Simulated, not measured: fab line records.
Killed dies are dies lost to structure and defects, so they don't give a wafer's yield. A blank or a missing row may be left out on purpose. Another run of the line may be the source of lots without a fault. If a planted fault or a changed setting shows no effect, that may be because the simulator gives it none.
2 desks looking at one fault	flow gf180mcu	every desk sees just its own numbers, and what lay behind them comes last

== AT THE METROLOGY DESK ==
What the gauges read, lot by lot, whatever tool the lot ran on: means of the sampled wafers that have a number. If a lot's mean is further than 4 standard deviations from the usual mean, the lot is out of limits and carries the mark OUT (the distance appears in the brackets).
Columns: A = M4_ALCU_RS at GF_M4_RS_MEAS_05, usual 0.0692 ohm/sq
lot	first seen here	A
L980	day 23 17:08	0.0682
L981	day 23 20:36	0.0685
L982	day 24 03:03	0.0699
L983	day 24 08:35	0.0690
L984	day 24 15:53	0.0692
L987	day 25 21:16	0.0693
L986	day 25 22:43	0.0691
L992	day 27 09:03	0.0687
L994	day 27 17:52	0.0700
L996	day 28 20:49	0.0697
L997	day 29 00:25	0.0684
L998	day 29 05:22	0.0683
L100	day 29 12:18	0.0706
This desk found nothing out of limits on any of the 13 lots.

== FOR THE TOOL OWNER'S DESK: pvd-sputter-02 ==
The tool's own readings at GF_V4_SPUTTER_22 (material TiN, target thk 10 nm, time 40 s): means of the sampled wafers that have a number, for each lot that ran on this tool. If a lot's mean is further than 4 standard deviations from the usual mean, the lot is out of limits and carries the mark OUT (the distance appears in the brackets).
Columns: A = chamber-pressure-pa at GF_V4_SPUTTER_22, usual 4.999 Pa; B = throttle-valve-pct at GF_V4_SPUTTER_22, usual 30.2 %
lot	first seen here	A	B
L980	day 25 15:31	5.008	30.1
L981	day 25 19:01	5.003	30.5
L984	day 26 12:26	5.002	30.8
L987	day 27 16:03	5.268 (+27) OUT	29.0
L986	day 27 17:07	5.267 (+27) OUT	29.2
L996	day 30 12:41	5.001	30.4
L997	day 30 16:09	5.001	31.1
L100	day 31 03:20	4.996	31.3
Finding of this desk: L986, L987 out of limits; the first was L987 at day 27 16:03, on chamber-pressure-pa at GF_V4_SPUTTER_22. L980, L981, L984, L996, L997, L100: within limits.

== BROUGHT TOGETHER ==
On L986, L987, at day 27 16:03, an alarm was possible from the tool owner's desk.
Metrology desk: nothing out of limits seen.
The metrology desk holds a record of L986, L987, inside its limits.
All the named lots went through GF_V4_SPUTTER_22 on pvd-sputter-02.

== WHAT THE SIMULATOR PUT IN ==
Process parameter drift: pvd-sputter-02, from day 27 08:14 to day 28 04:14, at GF_V4_SPUTTER_22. Setting chamber-pressure-pa, moved by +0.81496, from 5. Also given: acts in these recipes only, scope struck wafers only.
Shown lots that were struck: L986, L987.
Hours from the fault's start to each desk's first reading out of limits: the tool owner's desk, 8.
